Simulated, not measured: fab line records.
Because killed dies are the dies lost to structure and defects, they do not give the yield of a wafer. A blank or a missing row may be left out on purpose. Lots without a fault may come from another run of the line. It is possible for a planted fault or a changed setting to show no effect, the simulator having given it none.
Which of the tools did it? + flow sky130 + Sampling: 12 lots, 36 wafers, 5 of 708 route steps

## WHAT THE GAUGES READ, wafer by wafer
SKY_LI_CONTACT_RS_MEAS_22: uses a four-point probe to measure. Usual: LI_CONTACT_W_RS typically reads 0.287 ohm/sq, with standard deviation 0.004.
| lot  | measured     | on            | LI_CONTACT_W_RS (ohm/sq) | flag |
|------|--------------|---------------|--------------------------|------|
| L650 | day 30 05:58 | film metro-04 | 0.281 0.283 0.284        |      |
| L651 | day 30 21:29 | film metro-04 | 0.287 0.284 0.291        |      |
| L654 | day 32 01:56 | film metro-02 | 0.281 0.283 0.289        |      |
| L655 | day 32 09:38 | film metro-02 | 0.283 0.285 0.287        |      |
| L656 | day 32 17:11 | film metro-01 | 0.286 0.286 0.282        |      |
| L659 | day 33 18:14 | film metro-02 | 0.286 0.291 0.292        |      |
| L661 | day 34 09:14 | film metro-04 | 0.296 0.285 0.292        |      |
| L666 | day 36 09:50 | film metro-04 | 0.290 0.281 0.289        |      |
| L667 | day 36 20:56 | film metro-04 | 0.293 0.295 0.292        |      |
| L669 | day 37 03:16 | film metro-04 | 0.288 0.288 0.288        |      |
| L670 | day 37 12:59 | film metro-04 | 0.287 0.291 0.289        |      |
| L672 | day 38 01:31 | film metro-02 | 0.288 0.286 0.285        |      |

SKY_LOCAL_INTERCONNECT_OVL_MEAS_12. Usual: LOCAL_INTERCONNECT_OVL typically reads 5 nm, with standard deviation 6.4.
| lot  | measured     | on         | LOCAL_INTERCONNECT_OVL (nm) | flag |
|------|--------------|------------|-----------------------------|------|
| L650 | day 31 11:19 | overlay-01 | 12 5 5                      |      |
| L651 | day 32 02:53 | overlay-02 | -2 2 -2                     |      |
| L654 | day 33 08:07 | overlay-01 | 0 7 -5                      |      |
| L655 | day 33 14:43 | overlay-01 | 0 -6 -3                     |      |
| L656 | day 33 22:28 | overlay-01 | 8 11 11                     |      |
| L659 | day 34 23:28 | overlay-01 | 5 15 11                     |      |
| L661 | day 35 14:13 | overlay-01 | 4 4 12                      |      |
| L666 | day 37 16:01 | overlay-02 | 5 6 6                       |      |
| L667 | day 38 02:46 | overlay-02 | 6 5 8                       |      |
| L669 | day 38 08:34 | overlay-01 | 9 9 3                       |      |
| L670 | day 38 18:43 | overlay-01 | 13 5 6                      |      |
| L672 | day 39 07:13 | overlay-02 | 2 3 0                       |      |

SKY_CONTACT_THK_MEAS_01. Usual: CONTACT_CVD_00_THK typically reads 75.2 nm, with standard deviation 0.97.
| lot  | measured     | on            | CONTACT_CVD_00_THK (nm) | flag |
|------|--------------|---------------|-------------------------|------|
| L650 | day 31 12:08 | film metro-03 | 76.6 75.8 76.0          |      |
| L651 | day 32 03:40 | film metro-02 | 76.0 76.0 76.5          |      |
| L654 | day 33 08:54 | film metro-03 | 73.7 73.2 74.4          |      |
| L655 | day 33 15:30 | film metro-02 | 75.6 74.8 75.9          |      |
| L656 | day 33 23:21 | film metro-02 | 74.4 74.2 76.2          |      |
| L659 | day 35 00:17 | film metro-01 | 97.3 97.3 75.7          | OFF  |
| L661 | day 35 15:00 | film metro-03 | 75.3 97.1 75.9          | OFF  |
| L666 | day 37 16:48 | film metro-03 | 74.4 74.3 74.4          |      |
| L667 | day 38 03:33 | film metro-02 | 75.7 76.2 77.1          |      |
| L669 | day 38 09:20 | film metro-03 | 75.5 76.5 76.6          |      |
| L670 | day 38 19:31 | film metro-03 | 73.5 75.1 76.7          |      |
| L672 | day 39 08:01 | film metro-03 | 73.2 73.3 76.4          |      |

SKY_CONTACT_THK_MEAS_03. Usual: CONTACT_HDPCVD_THK typically reads 568 nm, with standard deviation 6.9.
| lot  | measured     | on            | CONTACT_HDPCVD_THK (nm) | flag |
|------|--------------|---------------|-------------------------|------|
| L650 | day 31 12:16 | film metro-01 | 567 565 575             |      |
| L651 | day 32 03:48 | film metro-03 | 574 572 573             |      |
| L654 | day 33 09:04 | film metro-01 | 571 568 567             |      |
| L655 | day 33 15:38 | film metro-01 | 571 574 568             |      |
| L656 | day 33 23:29 | film metro-01 | 569 570 576             |      |
| L659 | day 35 00:25 | film metro-02 | 572 569 563             |      |
| L661 | day 35 15:08 | film metro-01 | 566 572 574             |      |
| L666 | day 37 16:56 | film metro-03 | 566 559 553             |      |
| L667 | day 38 03:41 | film metro-03 | 552 564 560             |      |
| L669 | day 38 09:28 | film metro-03 | 558 570 559             |      |
| L670 | day 38 19:38 | film metro-03 | 556 570 570             |      |
| L672 | day 39 08:09 | film metro-02 | 567 566 551             |      |

## WHICH TOOL RAN EACH LOT (tool, then ch and the chambers of the sampled wafers, then the start)
| lot  | SKY_CONTACT_CVD_00              |
|------|---------------------------------|
| L650 | pecvd-02 ch 1,2, day 31 12:05   |
| L651 | pecvd-02 ch 0,1,2, day 32 03:38 |
| L654 | pecvd-03 ch 1,2, day 33 08:52   |
| L655 | pecvd-02 ch 0,2, day 33 15:28   |
| L656 | pecvd-02 ch 0,1,2, day 33 23:19 |
| L659 | pecvd-02 ch 0,1,2, day 35 00:14 |
| L661 | pecvd-02 ch 0,1,2, day 35 14:57 |
| L666 | pecvd-03 ch 1,2, day 37 16:45   |
| L667 | pecvd-02 ch 0,1,2, day 38 03:31 |
| L669 | pecvd-02 ch 0,1,2, day 38 09:18 |
| L670 | pecvd-03 ch 0,1, day 38 19:28   |
| L672 | pecvd-03 ch 0,1,2, day 39 07:59 |
- SKY_CONTACT_CVD_00: deposits Si3N4, target thk 75 nm.

## WHAT THE TOOLS THEMSELVES READ (means of the sampled wafers that have a number; where no wafer has one, the mark that the record gives instead)
SKY_CONTACT_CVD_00. Usual: heater power w 667 W, standard deviation 95.
| lot  | tool     | heater power w (W) | flag |
|------|----------|--------------------|------|
| L650 | pecvd-02 | 775                |      |
| L651 | pecvd-02 | 707                |      |
| L654 | pecvd-03 | 667                |      |
| L655 | pecvd-02 | 571                |      |
| L656 | pecvd-02 | 680                |      |
| L659 | pecvd-02 | 705                |      |
| L661 | pecvd-02 | 620                |      |
| L666 | pecvd-03 | 635                |      |
| L667 | pecvd-02 | 672                |      |
| L669 | pecvd-02 | 689                |      |
| L670 | pecvd-03 | 638                |      |
| L672 | pecvd-03 | 658                |      |

## THE ANSWER, worked out from the rows above alone
Rule: a lot is off if the mean of its wafers that have a number lies more than 3 standard deviations from the usual mean. Also off: a lot with no number at a reading for which 4 or more lots have one. Where the step has rows for the other lots, those lots are counted as sound. The gauges are gone through in route order, then the tools' own readings, and for those a lot's mean is taken as printed above. At the first step where some lot is off, the reading lying furthest off is the one used; lots without a number count as furthest.
Off: L659, L661, at SKY_CONTACT_THK_MEAS_01 (CONTACT_CVD_00_THK).
A tool fits if, at a process step before that reading, it ran every lot that is off, and no sound lot after the first of them. Those tools and the gauges at SKY_CONTACT_THK_MEAS_01 are tried in the same way. Not one of the candidates tried fits.

## WHAT THE SIMULATOR HAD PUT IN
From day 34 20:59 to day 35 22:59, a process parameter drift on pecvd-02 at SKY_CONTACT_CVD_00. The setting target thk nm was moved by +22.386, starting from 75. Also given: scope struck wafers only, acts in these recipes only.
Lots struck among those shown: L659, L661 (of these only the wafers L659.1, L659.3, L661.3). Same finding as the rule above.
